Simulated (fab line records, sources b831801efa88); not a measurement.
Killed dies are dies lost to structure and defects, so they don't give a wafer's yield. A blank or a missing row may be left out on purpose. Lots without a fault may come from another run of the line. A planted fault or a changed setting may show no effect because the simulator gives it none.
Which tool did it? | flow sky130 | 11 lots, 33 wafers sampled, at 3 steps of a route of 708

WHAT THE GAUGES READ, wafer by wafer
SKY_LDD_HVP_TW_MEAS_10.
lot  | measured     | on            | LDD_HVP_TW
L324 | day 21 22:52 | film_metro-02 | 451 450 450
L326 | day 22 12:48 | film_metro-01 | 454 452 452
L327 | day 23 10:57 | film_metro-01 | 453 450 451
L329 | day 23 19:16 | film_metro-01 | 451 453 453
L330 | day 23 21:07 | film_metro-03 | 460 460 458
L333 | day 25 14:03 | film_metro-02 | 450 452 450
L339 | day 27 12:24 | film_metro-02 | 481 480 479 482 484 482
L340 | day 27 17:26 | film_metro-03 | 485 482 484 486 485 485
L341 | day 28 01:32 | film_metro-01 | 479 481 478 477 477 478
L342 | day 28 04:21 | film_metro-01 | 453 451 453
L347 | day 29 17:54 | film_metro-02 | 451 450 453

WHICH TOOL RAN EACH LOT (tool, then ch and the chambers of the sampled wafers, then the start)
lot  | SKY_LDD_P_STRIP_10                   | SKY_LDD_HVP_IMPLANT_08
L324 | plasma_asher-04 ch 0,1, day 19 08:08 | implanter-04 ch 0, day 21 22:38
L326 | plasma_asher-02 ch 1, day 19 22:40   | implanter-04 ch 0, day 22 12:33
L327 | plasma_asher-03 ch 0,1, day 20 21:44 | implanter-04 ch 0, day 23 10:42
L329 | plasma_asher-03 ch 0,1, day 21 05:38 | implanter-03 ch 0, day 23 19:01
L330 | plasma_asher-04 ch 0,1, day 21 07:31 | implanter-01 ch 0, day 23 20:54
L333 | plasma_asher-04 ch 0,1, day 23 02:11 | implanter-03 ch 0, day 25 13:48
L339 | plasma_asher-03 ch 0, day 25 01:14   | implanter-03 ch 0, day 27 12:09
L340 | plasma_asher-02 ch 0,1, day 25 05:43 | implanter-03 ch 0, day 27 17:14
L341 | plasma_asher-03 ch 0,1, day 25 15:46 | implanter-03 ch 0, day 28 01:19
L342 | plasma_asher-04 ch 0,1, day 25 17:59 | implanter-04 ch 0, day 28 04:06
L347 | plasma_asher-02 ch 0,1, day 27 09:20 | implanter-04 ch 0, day 29 17:39
- SKY_LDD_P_STRIP_10: strips in O2/N2.
- SKY_LDD_HVP_IMPLANT_08

THE ANSWER, worked out from the rows above alone
Rule: what is usual is taken from the lots themselves. Put in order of their means at a reading, lots are off if they are a third of the lots or fewer, leave a main group of 4 or more, and stand apart from it by a gap of 3 or more times the standard deviation of the main group's means; of several such gaps the widest counts. A main group whose means are all the same, to the digits that the tables above print for the reading, isn't used. A lot without any number at a reading at which 4 lots or more have one is off too. The other lots that the step has rows for count as sound.
Off: L339, L340, L341, at SKY_LDD_HVP_TW_MEAS_10 (LDD_HVP_TW). The main group: mean 453, standard deviation 2.7.
A tool fits if, at a process step before that reading, it ran every lot that is off, and no sound lot after the first of them. The gauges at SKY_LDD_HVP_TW_MEAS_10 are tried like those tools. One fits: implanter-03 at SKY_LDD_HVP_IMPLANT_08. Its last sound lot is L333 (day 25 13:48), its first lot that is off L339 (day 27 12:09): a fault that began between those two fits.

WHAT THE SIMULATOR HAD PUT IN
Process parameter drift: implanter-03, from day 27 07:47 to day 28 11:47, at SKY_LDD_HVP_IMPLANT_08. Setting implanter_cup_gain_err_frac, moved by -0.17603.
Lots struck among those shown: L339, L340, L341. The rule above found the same.
